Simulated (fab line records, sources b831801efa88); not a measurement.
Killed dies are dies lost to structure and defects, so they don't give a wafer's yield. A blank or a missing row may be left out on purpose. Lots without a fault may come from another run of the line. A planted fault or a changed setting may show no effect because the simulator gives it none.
fab line records | flow sky130
record lots=6 wafers=18 last_day=50
route steps=708 shown VT_ADJUST_LVTN@116 VT_ADJUST_NCORE@119 VT_ADJUST_HVTR@131 PAD_OPEN@708
lots that met no fault: from a run of the same line without faults
start_h: hours from the record's first day to the start of the lot's first wafer shown | wait_h: hours since the lot's step before | " the same as in the row above | L1.1+2: a row that stands for several wafers | - no value, or no start given | * or withheld: withheld | < > ~ a bound
route shown NAME@n: a module of which the file shows steps, and the number in the route of the first | usual: mean/standard deviation of fault-free wafers | same: alike in all rows | chamber/n: place in a boat | sites: the reading at each site | _std_site: their standard deviation | _edge_site: outer sites' mean less inner sites' | radius_mm: how far each site lies from the wafer's centre | mask NAME#n: copy n | behind: the tool/chamber that last shaped the wafer | hold: why the lot was held/for how many hours/how that ended | device: the transistor (n, p or np) that didn't switch | end of line: the same wafers' tests at the end of the route | a step without rows: its recipe alone | killed: dies lost to structure and defects at the first sort, not the wafer's yield | map: a wafer's dies, x killed, . not, _ none there
set.NAME: the setting as run; set.NAME@STEP: as run at that earlier step | model.NAME: the simulator's own value behind a step, which no gauge read
lots at some steps of the route; a table a step, a row a wafer
services: from which hour (start_h, from the record's first day; less than 0 if before it) a tool's chamber was out of use, for how many hours, and why
## steps
# step SKY_VT_ADJUST_LVTN_IMPLANT_19
# recipe species=B energy_kev=30 dose_cm2=6.5e+11 tilt_deg=withheld
# step SKY_VT_ADJUST_LVTN_STRIP_20
# recipe chemistry=O2/N2 power_w=1400 pressure_mtorr=1500 platen_temp_c=withheld o2_flow_sccm=3000 n2_flow_sccm=300 overash_fraction=0.5
# usual drypump_motor_current_A=5.36/0.17 oes_product_au=0.716/0.0042 strip_time_to_endpoint_s=14.18/0.039
# columns lot.wafer tool chamber start_h wait_h drypump_motor_current_A oes_product_au rf_hours_counter_h strip_time_to_endpoint_s
L142.2 plasma_asher-02 0 180.48 0.1 5.31 0.717 49 14.14
L142.3 " 0 " " 5.30 0.710 - 14.16
L142.5 " 1 " " 5.36 0.711 - 14.16
L143.1 plasma_asher-04 1 190.22 0.1 4.95 0.716 38 14.29
L143.4 " 0 " " 5.47 0.714 - 14.21
L143.6 " 0 " " 5.47 0.712 - 14.18
L147.1 plasma_asher-04 1 213.98 0.1 4.97 0.709 40 14.26
L147.4 " 0 " " 5.46 0.719 - 14.26
L147.5 " 1 " " 4.96 0.711 - 14.23
L148.1 plasma_asher-04 0 219.37 0.1 5.46 0.720 41 14.20
L148.2 " 1 " " 4.94 0.710 41 14.22
L148.5 " 1 " " 4.93 0.708 - 14.23
L159.2 plasma_asher-02 0 294.32 0.1 5.29 0.711 60 14.17
L159.4 " 1 " " 5.37 0.715 - 14.19
L159.5 " 0 " " 5.29 0.715 - 14.20
L161.1 plasma_asher-02 1 314.32 0.1 5.36 0.704 62 14.15
L161.3 " 0 " " 5.31 0.725 - 14.13
L161.4 " 1 " " 5.35 0.712 - 14.12
# step SKY_VT_ADJUST_LVTN_TW_MEAS_21
# usual VT_ADJUST_LVTN_2_TW=187.0/0.99
# columns lot.wafer tool chamber start_h wait_h VT_ADJUST_LVTN_2_TW
L142.2 film_metro-02 - 180.59 0.1 187.1
L142.3 " - " " 186.1
L142.5 " - " " 186.0
L143.1 film_metro-01 - 190.32 0.1 186.1
L143.4 " - " " 187.0
L143.6 " - " " 186.1
L147.1 film_metro-03 - 214.08 0.1 187.2
L147.4 " - " " 188.4
L147.5 " - " " 187.8
L148.1 film_metro-03 - 219.47 0.1 187.7
L148.2 " - " " 187.9
L148.5 " - " " 187.6
L159.2 film_metro-03 - 294.43 0.1 187.7
L159.4 " - " " 188.2
L159.5 " - " " 188.9
L161.1 film_metro-01 - 314.42 0.1 188.7
L161.3 " - " " 188.8
L161.4 " - " " 187.9
# step SKY_VT_ADJUST_NCORE_DEHYDRATE_00
# recipe temp_c=200 time_s=60
# step SKY_VT_ADJUST_NCORE_HMDS_01
# recipe prime_time_s=60 prime_temp_c=120
# step SKY_VT_ADJUST_NCORE_COAT_02
# recipe resist=NOVOLAK spin_rpm=3000 resist_thk_nm=1140
# step SKY_VT_ADJUST_NCORE_SOFTBAKE_03
# recipe temp_c=90 time_s=60 resist=NOVOLAK
# step SKY_VT_ADJUST_NCORE_EXPOSE_04
# recipe mask_id=LVTN_COMPLEMENT_THIN na=0.6 source_shape=conventional sigma_outer=0.6 polarization=unpolarized target_cd_nm=380 dose_mj=139
# step SKY_VT_ADJUST_NCORE_PEB_05
# recipe temp_c=withheld time_s=* resist=NOVOLAK
# step SKY_VT_ADJUST_NCORE_DEVELOP_06
# recipe resist=NOVOLAK developer=TMAH develop_time_s=60 dev_temp_c=23
# step SKY_VT_ADJUST_NCORE_CD_MEAS_07
# recipe target_cd_nm=380
# usual cd_nm=379.9/2.8
# columns lot.wafer tool chamber start_h wait_h cd_nm
L142.2 cd_sem-02 - 200.69 0.1 380.4
L142.3 " - " " 381.9
L142.5 " - " " 380.1
L143.1 cd_sem-02 - 210.64 0.1 379.7
L143.4 " - " " 380.9
L143.6 " - " " 381.3
L147.1 cd_sem-02 - 235.83 0.1 379.7
L147.4 " - " " 378.9
L147.5 " - " " 380.2
L148.1 cd_sem-02 - 241.64 0.1 376.5
L148.2 " - " " 377.5
L148.5 " - " " 377.9
L159.2 cd_sem-01 - 320.94 0.1 387.5
L159.4 " - " " 387.6
L159.5 " - " " 387.4
L161.1 cd_sem-01 - 340.84 0.1 376.5
L161.3 " - " " 379.9
L161.4 " - " " 382.2
# step SKY_VT_ADJUST_NCORE_OVL_MEAS_08
# usual VT_ADJUST_NCORE_OVL=-0.2/1.6
# columns lot.wafer tool chamber start_h wait_h VT_ADJUST_NCORE_OVL[nm]
L142.2 overlay-02 - 200.80 0.1 -3.3
L142.3 " - " " -1.5
L142.5 " - " " -1.0
L143.1 overlay-02 - 210.76 0.1 -0.1
L143.4 " - " " 0.9
L143.6 " - " " -1.1
L147.1 overlay-02 - 235.95 0.1 -0.7
L147.4 " - " " 0.3
L147.5 " - " " 0.1
L148.1 overlay-02 - 241.76 0.1 0.0
L148.2 " - " " -0.3
L148.5 " - " " 0.1
L159.2 overlay-02 - 321.05 0.1 -0.5
L159.4 " - " " -1.1
L159.5 " - " " 1.4
L161.1 overlay-01 - 340.96 0.1 -2.7
L161.3 " - " " 0.0
L161.4 " - " " -0.6
# step SKY_VT_ADJUST_NCORE_IMPLANT_09
# recipe species=B energy_kev=10 dose_cm2=2.4e+12 tilt_deg=withheld
# usual beam_energy_keV=10.000/0.003 dose_ions_cm2=2.3997e+12/2.9e+09 faraday_current_uA=13.51/0.27
# columns lot.wafer tool chamber start_h wait_h beam_energy_keV dose_ions_cm2 faraday_current_uA
L142.2 implanter-04 0 200.85 0.0 10.002 2.3974e+12 13.36
L142.3 " 0 " " 10.004 2.399e+12 13.73
L142.5 " 0 " " 10.004 2.3983e+12 13.65
L143.1 implanter-01 0 210.80 0.0 9.999 2.398e+12 13.68
L143.4 " 0 " " 10.000 2.3975e+12 13.35
L143.6 " 0 " " 10.000 2.3982e+12 13.09
L147.1 implanter-04 0 235.99 0.0 10.002 2.443e+11 1.39
L147.4 " 0 " " 10.002 2.412e+11 1.36
L147.5 " 0 " " 10.002 2.424e+11 1.37
L148.1 implanter-04 0 241.80 0.0 10.000 2.34e+11 1.33
L148.2 " 0 " " 10.006 2.358e+11 1.31
L148.5 " 0 " " 10.003 2.394e+11 1.33
L159.2 implanter-03 0 321.10 0.0 10.001 2.4007e+12 14.03
L159.4 " 0 " " 9.999 2.3976e+12 13.29
L159.5 " 0 " " 9.999 2.3984e+12 13.00
L161.1 implanter-03 0 340.99 0.0 10.005 2.3998e+12 13.96
L161.3 " 0 " " 9.999 2.3996e+12 13.64
L161.4 " 0 " " 10.002 2.3985e+12 13.93
# step SKY_VT_ADJUST_NCORE_STRIP_10
# recipe chemistry=O2/N2 power_w=1400 pressure_mtorr=1500 platen_temp_c=withheld o2_flow_sccm=3000 n2_flow_sccm=300 overash_fraction=0.5
# usual drypump_motor_current_A=5.5/0.39 oes_product_au=0.716/0.0046 strip_time_to_endpoint_s=14.17/0.037
# columns lot.wafer tool chamber start_h wait_h drypump_motor_current_A oes_product_au rf_hours_counter_h strip_time_to_endpoint_s
L142.2 plasma_asher-02 0 200.98 0.1 5.3 0.720 51 14.12
L142.3 " 1 " " 5.4 0.710 - 14.16
L142.5 " 1 " " 5.4 0.713 - 14.15
L143.1 plasma_asher-01 0 210.95 0.1 6.1 0.718 9 14.10
L143.4 " 1 " " 5.8 0.710 - 14.13
L143.6 " 1 " " 5.9 0.720 - 14.19
L147.1 plasma_asher-02 0 236.14 0.1 5.3 0.719 54 14.19
L147.4 " 1 " " 5.4 0.714 - 14.17
L147.5 " 0 " " 5.3 0.714 - 14.15
L148.1 plasma_asher-04 1 241.95 0.1 4.9 0.722 43 14.15
L148.2 " 0 " " 5.4 0.720 43 14.11
L148.5 " 0 " " 5.5 0.716 - 14.19
L159.2 plasma_asher-02 0 321.23 0.1 5.3 0.714 63 14.14
L159.4 " 0 " " 5.3 0.716 - 14.16
L159.5 " 0 " " 5.3 0.712 - 14.15
L161.1 plasma_asher-01 0 341.14 0.1 6.1 0.716 21 14.22
L161.3 " 0 " " 6.1 0.717 - 14.24
L161.4 " 1 " " 5.8 0.720 - 14.17
# step SKY_VT_ADJUST_NCORE_TW_MEAS_11
# usual VT_ADJUST_NCORE_TW=218.3/1
# columns lot.wafer tool chamber start_h wait_h VT_ADJUST_NCORE_TW
L142.2 film_metro-04 - 201.09 0.1 218.6
L142.3 " - " " 218.5
L142.5 " - " " 218.1
L143.1 film_metro-03 - 211.05 0.1 218.8
L143.4 " - " " 218.8
L143.6 " - " " 217.8
L147.1 film_metro-04 - 236.24 0.1 117.0
L147.4 " - " " 118.2
L147.5 " - " " 117.3
L148.1 film_metro-03 - 242.05 0.1 118.4
L148.2 " - " " 118.2
L148.5 " - " " 119.0
L159.2 film_metro-03 - 321.34 0.1 219.7
L159.4 " - " " 219.4
L159.5 " - " " 218.4
L161.1 film_metro-03 - 341.24 0.1 217.4
L161.3 " - " " 218.8
L161.4 " - " " 217.9
# step SKY_VT_ADJUST_HVTR_DEHYDRATE_00
# recipe temp_c=200 time_s=60
# step SKY_PAD_OPEN_PROBE_99
# usual killed_at_M0_to_M3=43/7.2 killed_at_M4_up=3.0/1.7 killed_at_contacts=24/5.3 killed_at_front_end=15/4.6 killed_at_other=0.3/0.5 killed_dies=85/10 killed_open=46/7.2 killed_short=39/6.4
# same gross_dies=492 killed_at_back_side=0
# columns lot.wafer tool chamber start_h wait_h killed_at_M0_to_M3 killed_at_M4_up killed_at_contacts killed_at_front_end killed_at_other killed_dies killed_open killed_short model.etest.pfet_16v.r_on_ohm_um model.etest.nfet_16v.r_on_ohm_um model.etest.pfet_g5v0d10v5.r_on_ohm_um model.etest.tip_p.rs_ohm_sq model.etest.pfet_01v8.r_on_ohm_um model.etest.res_pwell_under_gate.rs_ohm_sq model.etest.nfet_g5v0d10v5.r_on_ohm_um model.etest.tip_p_5v.rs_ohm_sq
L142.2 prober-01 - 1096.91 0.1 41 1 27 18 0 87 45 42 1.519e+04 1.4e+04 4692 6803 2918 2272 1848 2831
L142.3 prober-01 - 1096.96 0.2 50 4 28 12 0 94 48 46 1.498e+04 1.391e+04 4673 6801 2891 2271 1851 2838
L142.5 prober-01 - 1097.06 0.2 35 5 25 9 1 75 31 44 1.503e+04 1.384e+04 4605 6799 2894 2273 1850 2846
L143.1 prober-02 - 1104.58 0.1 35 1 24 17 0 77 42 35 1.542e+04 1.429e+04 4814 6993 2910 2297 1902 2871
L143.4 prober-02 - 1104.73 0.2 49 4 32 22 0 107 51 56 1.552e+04 1.415e+04 4776 6994 2895 2300 1884 2882
L143.6 prober-02 - 1104.83 0.2 38 3 24 20 0 85 42 43 1.516e+04 1.423e+04 4781 6968 2932 2287 1883 2858
L147.1 prober-02 - 1119.95 0.1 32 2 23 17 0 74 33 41 1.859e+04 1.159e+04 6078 7551 3343 2569 1675 3091
L147.4 prober-02 - 1120.10 0.2 31 7 28 10 0 76 38 38 1.865e+04 1.14e+04 5988 7606 3398 2604 1652 3078
L147.5 prober-02 - 1120.15 0.2 47 5 22 9 0 83 46 37 1.859e+04 1.134e+04 6083 7593 3397 2568 1662 3078
L148.1 prober-01 - 1127.96 0.1 45 1 27 15 1 89 50 39 1.751e+04 1.113e+04 5851 7552 3365 2598 1633 3073
L148.2 prober-01 - 1128.01 0.1 44 6 31 15 0 96 59 37 1.793e+04 1.118e+04 5861 7600 3339 2584 1637 3077
L148.5 prober-01 - 1128.16 0.2 39 2 23 16 0 80 49 31 1.738e+04 1.118e+04 5978 7570 3402 2607 1640 3076
L159.2 prober-02 - 1188.35 0.1 40 2 20 16 0 78 48 30 1.502e+04 1.408e+04 4788 6866 2890 2307 1912 2905
L159.4 prober-02 - 1188.45 0.2 53 2 21 9 0 85 47 38 1.553e+04 1.421e+04 4802 6936 2870 2290 1898 2876
L159.5 prober-02 - 1188.50 0.2 51 1 23 18 0 93 54 39 1.526e+04 1.413e+04 4821 6882 2893 2301 1918 2885
L161.1 prober-02 - 1193.45 0.1 38 2 23 9 0 72 33 39 1.525e+04 1.428e+04 4714 6753 2823 2274 1867 2837
L161.3 prober-02 - 1193.55 0.2 32 3 29 10 0 74 37 37 1.518e+04 1.425e+04 4709 6730 2840 2288 1862 2830
L161.4 prober-02 - 1193.60 0.2 49 1 13 6 0 69 37 32 1.494e+04 1.415e+04 4713 6810 2867 2276 1867 2824
# killed by level:class
L142.2 LI_CONTACT:geometric_particle:open=13 VIA1:geometric_particle:open=10 VIA1:geometric_particle:short=8 FIELD_ISO:geometric_particle:short=7 METAL1:geometric_particle:short=7 CONTACT:geometric_particle:open=7 CONTACT:geometric_particle:short=4 VIA2:geometric_particle:open=4
L142.3 VIA1:geometric_particle:open=11 LI_CONTACT:geometric_particle:open=8 CONTACT:geometric_particle:open=7 METAL2:geometric_particle:short=7 VIA2:geometric_particle:open=7 VIA1:geometric_particle:short=6 LI_CONTACT:geometric_particle:short=5 VIA2:geometric_particle:short=4
L142.5 METAL1:geometric_particle:short=10 CONTACT:geometric_particle:open=9 VIA1:geometric_particle:open=7 CONTACT:geometric_particle:short=6 LOCAL_INTERCONNECT:geometric_particle:short=5 METAL4:geometric_particle:short=5 VIA3:geometric_particle:short=4 VIA2:geometric_particle:open=4
L143.1 VIA1:geometric_particle:open=9 CONTACT:geometric_particle:open=8 VIA3:geometric_particle:open=6 LI_CONTACT:geometric_particle:open=6 POLY_GATE:geometric_particle:short=5 CONTACT:geometric_particle:short=5 METAL1:geometric_particle:short=5 FIELD_ISO:geometric_particle:open=4
L143.4 VIA1:geometric_particle:open=15 CONTACT:geometric_particle:open=11 CONTACT:geometric_particle:short=9 POLY_GATE:geometric_particle:short=8 POLY_GATE:geometric_particle:open=7 METAL1:geometric_particle:short=7 METAL2:geometric_particle:short=7 LI_CONTACT:geometric_particle:open=5
L143.6 CONTACT:geometric_particle:open=11 VIA1:geometric_particle:open=7 POLY_GATE:geometric_particle:open=6 CONTACT:geometric_particle:short=6 METAL1:geometric_particle:short=6 FIELD_ISO:geometric_particle:short=5 LI_CONTACT:geometric_particle:open=5 METAL2:geometric_particle:short=5
L147.1 CONTACT:geometric_particle:open=8 METAL1:geometric_particle:short=8 VIA1:geometric_particle:open=7 LOCAL_INTERCONNECT:geometric_particle:short=5 VIA2:geometric_particle:open=5 LI_CONTACT:geometric_particle:open=4 CONTACT:geometric_particle:short=4 FIELD_ISO:geometric_particle:short=3
L147.4 CONTACT:geometric_particle:short=11 CONTACT:geometric_particle:open=9 METAL1:geometric_particle:short=6 VIA1:geometric_particle:open=6 VIA2:geometric_particle:open=5 LI_CONTACT:geometric_particle:open=4 METAL2:geometric_particle:short=4 METAL4:geometric_particle:short=3
L147.5 VIA2:geometric_particle:open=12 CONTACT:geometric_particle:open=9 METAL1:geometric_particle:short=8 VIA2:geometric_particle:short=5 LOCAL_INTERCONNECT:geometric_particle:short=4 VIA1:geometric_particle:open=4 METAL2:geometric_particle:short=4 VIA3:geometric_particle:open=4
L148.1 CONTACT:geometric_particle:open=9 VIA1:geometric_particle:open=9 VIA2:geometric_particle:open=9 LI_CONTACT:geometric_particle:open=8 METAL2:geometric_particle:short=7 CONTACT:geometric_particle:short=5 VIA1:geometric_particle:short=5 POLY_GATE:geometric_particle:short=4
L148.2 VIA1:geometric_particle:open=12 LI_CONTACT:geometric_particle:open=12 CONTACT:geometric_particle:open=10 METAL1:geometric_particle:short=7 VIA2:geometric_particle:open=7 METAL4:geometric_particle:short=5 FIELD_ISO:geometric_particle:open=4 POLY_GATE:geometric_particle:open=4
L148.5 CONTACT:geometric_particle:open=10 VIA1:geometric_particle:open=9 VIA1:geometric_particle:short=8 LI_CONTACT:geometric_particle:open=7 VIA3:geometric_particle:open=5 FIELD_ISO:geometric_particle:open=4 METAL1:geometric_particle:short=4 VIA2:geometric_particle:open=4
L159.2 VIA1:geometric_particle:open=10 CONTACT:geometric_particle:open=8 VIA3:geometric_particle:open=8 FIELD_ISO:geometric_particle:open=7 VIA1:geometric_particle:short=5 FIELD_ISO:geometric_particle:short=4 LI_CONTACT:geometric_particle:open=4 METAL2:geometric_particle:open=4
L159.4 VIA1:geometric_particle:open=10 CONTACT:geometric_particle:open=7 METAL2:geometric_particle:short=7 LI_CONTACT:geometric_particle:open=6 VIA3:geometric_particle:open=6 METAL1:geometric_particle:open=5 VIA1:geometric_particle:short=5 LI_CONTACT:geometric_particle:short=4
L159.5 VIA1:geometric_particle:open=15 CONTACT:geometric_particle:open=9 VIA3:geometric_particle:open=7 VIA1:geometric_particle:short=6 CONTACT:geometric_particle:short=6 METAL1:geometric_particle:short=6 FIELD_ISO:geometric_particle:open=5 POLY_GATE:geometric_particle:short=5
L161.1 LI_CONTACT:geometric_particle:open=8 VIA2:geometric_particle:open=6 METAL3:geometric_particle:short=6 VIA1:geometric_particle:open=5 LOCAL_INTERCONNECT:geometric_particle:short=5 CONTACT:geometric_particle:open=5 VIA1:geometric_particle:short=5 METAL1:geometric_particle:short=4
L161.3 LI_CONTACT:geometric_particle:open=11 METAL2:geometric_particle:short=10 CONTACT:geometric_particle:open=6 LI_CONTACT:geometric_particle:short=4 VIA1:geometric_particle:open=4 VIA3:geometric_particle:open=4 FIELD_ISO:geometric_particle:short=3 POLY_GATE:geometric_particle:open=3
L161.4 VIA1:geometric_particle:open=15 VIA2:geometric_particle:open=6 METAL2:geometric_particle:short=6 VIA2:geometric_particle:short=5 VIA3:geometric_particle:open=5 CONTACT:geometric_particle:open=4 VIA3:geometric_particle:short=4 LOCAL_INTERCONNECT:geometric_particle:short=3
## services
# columns tool chamber start_h hours kind
plasma_asher-01 - 196.23 1.2 repair
implanter-03 - 222.53 6.0 repair
implanter-03 - 232.35 1.5 repair
plasma_asher-01 - 240.27 1.3 repair
implanter-03 - 269.93 1.1 repair
implanter-04 - 270.46 1.1 repair
plasma_asher-04 - 277.38 2.3 repair
implanter-04 - 282.34 3.4 pm
implanter-01 - 288.06 3.3 pm
implanter-01 - 317.03 1.1 repair
plasma_asher-01 - 317.86 0.7 repair
plasma_asher-04 - 319.39 3.2 repair
implanter-03 - 337.96 2.5 repair
## key
first_sign step=SKY_VT_ADJUST_NCORE_IMPLANT_09 reading=dose_ions_cm2 direction=down sigmas=99+ usual=* struck=*
effect step=SKY_VT_ADJUST_NCORE_IMPLANT_09 reading=faraday_current_uA direction=down sigmas=45 usual=13.51 struck=1.35
effect step=SKY_VT_ADJUST_NCORE_TW_MEAS_11 reading=VT_ADJUST_NCORE_TW direction=down sigmas=99 usual=218.3 struck=118.0
model_effect step=SKY_PAD_OPEN_PROBE_99 value=etest.pfet_16v.r_on_ohm_um without=1.524e+04 struck=1.811e+04
met_at SKY_VT_ADJUST_NCORE_IMPLANT_09
struck_wafers L147.1,L147.4,L147.5,L148.1,L148.2,L148.5
tester_left_out L147,L148
onset_between 200.85 235.99
fault kind=process_parameter_drift tool=implanter-04 chamber=- onset_h=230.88 steps=SKY_VT_ADJUST_NCORE_IMPLANT_09 channel=dose_cm2 offset=* shape=step end_h=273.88 acts_in=* stated=*
# tester_left_out: of these lots the tester's yield and bins aren't shown, on N5 and GAA mostly nor the transistor test; their killed dies are dies lost to structure and defects alone, not to doping, threshold or leakage, so they don't give the yield
